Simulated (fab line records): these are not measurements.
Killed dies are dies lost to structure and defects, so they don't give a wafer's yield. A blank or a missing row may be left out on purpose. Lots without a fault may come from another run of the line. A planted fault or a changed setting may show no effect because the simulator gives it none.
Tool commonality check	flow sky130	42 wafers sampled across 13 lots

THE REASON FOR OPENING IT
1 of 13 lots carry a flag on the reading VT_ADJUST_NCORE_TW at SKY_VT_ADJUST_NCORE_TW_MEAS_11. Wafers without a fault read 221.3, standard deviation 1.3.
Rule: a lot is flagged when every wafer of it that has a number lies more than 4 standard deviations from that mean, or none has a number. All remaining lots are regarded as sound.

lot	measured	on	VT_ADJUST_NCORE_TW, wafer by wafer	flag
L149	day 8 09:57	film-metro-04	221.1 221.1 221.1	
L150	day 8 18:57	film-metro-04	219.8 220.8 220.7	
L152	day 9 07:09	film-metro-04	220.8 220.7 221.4	
L153	day 9 12:06	film-metro-03	220.8 221.0 221.2	
L155	day 10 05:00	film-metro-03	224.2 223.3 224.1	
L156	day 10 09:13	film-metro-02	219.3 220.7 221.0	
L157	day 10 16:13	film-metro-03	30.5 30.7 30.5 30.3 30.4 30.5	FLAGGED
L158	day 11 03:13	film-metro-04	222.7 223.0 222.7	
L163	day 12 14:31	film-metro-04	220.3 220.4 220.9	
L167	day 13 18:36	film-metro-02	218.9 219.8 220.9	
L169	day 14 16:01	film-metro-04	221.6 223.8 222.5	
L170	day 15 00:02	film-metro-04	222.8 221.9 222.5	
L171	day 15 14:57	film-metro-03	221.8 223.0 221.8	
Flagged lots average 30.5: -190.8 relative to the usual, that is -99 or more standard deviations.

WHICH TOOL EACH LOT WENT THROUGH
The record holds 1 process step before the reading, out of a route of 708 steps. Each cell gives the tool, then ch followed by the chambers the sampled wafers passed through, then the start.
lot	flag	SKY_VT_ADJUST_NCORE_EXPOSE_04
L149		iline-stepper-01 ch 0, day 8 00:17
L150		iline-stepper-01 ch 0, day 8 08:16
L152		iline-stepper-01 ch 0, day 8 21:32
L153		iline-stepper-02 ch 0, day 9 01:25
L155		iline-stepper-01 ch 0, day 9 17:52
L156		iline-stepper-01 ch 0, day 9 21:28
L157	FLAGGED	iline-stepper-01 ch 0, day 10 04:22
L158		iline-stepper-02 ch 0, day 10 15:51
L163		iline-stepper-02 ch 0, day 12 02:10
L167		iline-stepper-01 ch 0, day 13 05:45
L169		iline-stepper-01 ch 0, day 14 02:17
L170		iline-stepper-02 ch 0, day 14 10:34
L171		iline-stepper-01 ch 0, day 15 02:01
What the steps here do:
- SKY_VT_ADJUST_NCORE_EXPOSE_04: exposes mask LVTN COMPLEMENT THIN, target cd 380 nm.
- SKY_VT_ADJUST_NCORE_TW_MEAS_11

FLAGGED AGAINST TOTAL, ONE TOOL AT A TIME (gauges that did the reading follow at the end)
step	tool	lots run	flagged	share of the flagged lots	sound lots run after its first flagged lot
SKY_VT_ADJUST_NCORE_EXPOSE_04	iline-stepper-01	9	1	all	3 (L167,L169,L171)
SKY_VT_ADJUST_NCORE_EXPOSE_04	iline-stepper-02	4	0	none	-
SKY_VT_ADJUST_NCORE_TW_MEAS_11	film-metro-02	2	0	none	-
SKY_VT_ADJUST_NCORE_TW_MEAS_11	film-metro-03	4	1	all	1 (L171)
SKY_VT_ADJUST_NCORE_TW_MEAS_11	film-metro-04	7	0	none	-

WHAT THE TABLE PERMITS
Table rows that saw every flagged lot: 2, namely iline-stepper-01 at SKY_VT_ADJUST_NCORE_EXPOSE_04 and film-metro-03 at SKY_VT_ADJUST_NCORE_TW_MEAS_11.
- iline-stepper-01 at SKY_VT_ADJUST_NCORE_EXPOSE_04: 1 of its 9 lots flagged. Sound lots ran on it after the first flagged one (L167, L169, L171), which a lasting fault on the whole tool wouldn't allow.
- film-metro-03 at SKY_VT_ADJUST_NCORE_TW_MEAS_11: 1 of its 4 lots flagged. Sound lots ran on it after the first flagged one (L171), which a lasting fault on the whole tool wouldn't allow.
Every row of the table either missed a flagged lot or ran a sound lot after the first.

WHAT THE SIMULATOR HAD INSERTED
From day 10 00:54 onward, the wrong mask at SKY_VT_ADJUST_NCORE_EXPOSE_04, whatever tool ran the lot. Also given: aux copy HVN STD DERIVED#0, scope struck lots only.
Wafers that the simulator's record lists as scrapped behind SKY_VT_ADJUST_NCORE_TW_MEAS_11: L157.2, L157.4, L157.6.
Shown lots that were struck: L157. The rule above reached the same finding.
